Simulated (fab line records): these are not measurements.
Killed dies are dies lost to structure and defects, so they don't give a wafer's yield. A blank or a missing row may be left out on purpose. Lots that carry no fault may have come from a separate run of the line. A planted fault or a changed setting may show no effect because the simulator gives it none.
Comparing a struck lot with a sound one ; flow sky130 ; 14 steps out of a route of 708
Sound: the wafers L661.1, L661.4, L661.5. The struck wafers were L671.4, L671.5, L671.6. Last of all comes the cause.
Order at every step that has rows: each side's tool, ch and its chambers, its first start. Under that, the readings that differ: sound wafers ; struck wafers ; difference of the means ; sigmas: that difference in standard deviations of wafers without a fault.
alike: a reading whose means differ by less than 2 such deviations, as well as words and numbers matching on both sides. not compared: withheld readings; readings where some wafer has no value; bounds like >300 that might hide an equal value; numbers whose values overlap and for which the record gives no deviation.
Wherever a step has rows on one side only, a row that says differs or no value, or a row with sigmas, the two part there. Numbers that don't overlap but have no deviation are shown without sigmas and don't part them. A reading missing from all wafers of one side parts the sides only when that side holds two or more wafers.

first, 4 steps without rows for these wafers: SKY_LDD_HVN_SOFTBAKE_03 (time 60 s); SKY_LDD_HVN_EXPOSE_04 (exposes mask HVNTM, target cd 700 nm); SKY_LDD_HVN_PEB_05; SKY_LDD_HVN_DEVELOP_06 (develop time 60 s).
SKY_LDD_HVN_OVL_MEAS_07:
  sound: overlay-01 at day 21 10:22; struck: overlay-01 at day 24 01:38
  alike: LDD_HVN_OVL
after that, 1 step had no rows for these wafers: SKY_LDD_HVN_IMPLANT_08.
SKY_LDD_HVN_STRIP_09: strips in O2/N2.
  sound on plasma-asher-04 ch 0,1, day 21 10:32; struck on plasma-asher-03 ch 0,1, day 24 01:50
  alike: chamber-pressure-mTorr, drypump-motor-current-A, oes-product-au, strip-time-to-endpoint-s
  not compared: rf-hours-counter-h
SKY_LDD_HVN_TW_MEAS_10:
  sound: film-metro-04 at day 21 10:38; struck: film-metro-01 at day 24 01:56
  alike: LDD_HVN_TW
then, 4 steps without rows for these wafers: SKY_LDD_HVP_DEHYDRATE_00 (time 60 s); SKY_LDD_HVP_HMDS_01 (prime time 60 s); SKY_LDD_HVP_COAT_02 (resist thk 300 nm); SKY_LDD_HVP_SOFTBAKE_03 (time 60 s).
SKY_LDD_HVP_EXPOSE_04: exposes mask HVPTM, target cd 700 nm.
  sound on iline-stepper-01 ch 0, day 22 01:32; struck on iline-stepper-02 ch 0, day 24 15:28
reading;sound;struck;difference;sigmas
mask;HVPTM#0 HVPTM#0 HVPTM#0;HVPTM_R1#0 HVPTM_R1#0 HVPTM_R1#0;differs;
  alike: focus-offset-nm
after that, 1 step had no rows for these wafers: SKY_LDD_HVP_PEB_05.

## WHERE THEY PART
Within this record, at SKY_LDD_HVP_EXPOSE_04 only.

WHY: the cause the simulator had injected
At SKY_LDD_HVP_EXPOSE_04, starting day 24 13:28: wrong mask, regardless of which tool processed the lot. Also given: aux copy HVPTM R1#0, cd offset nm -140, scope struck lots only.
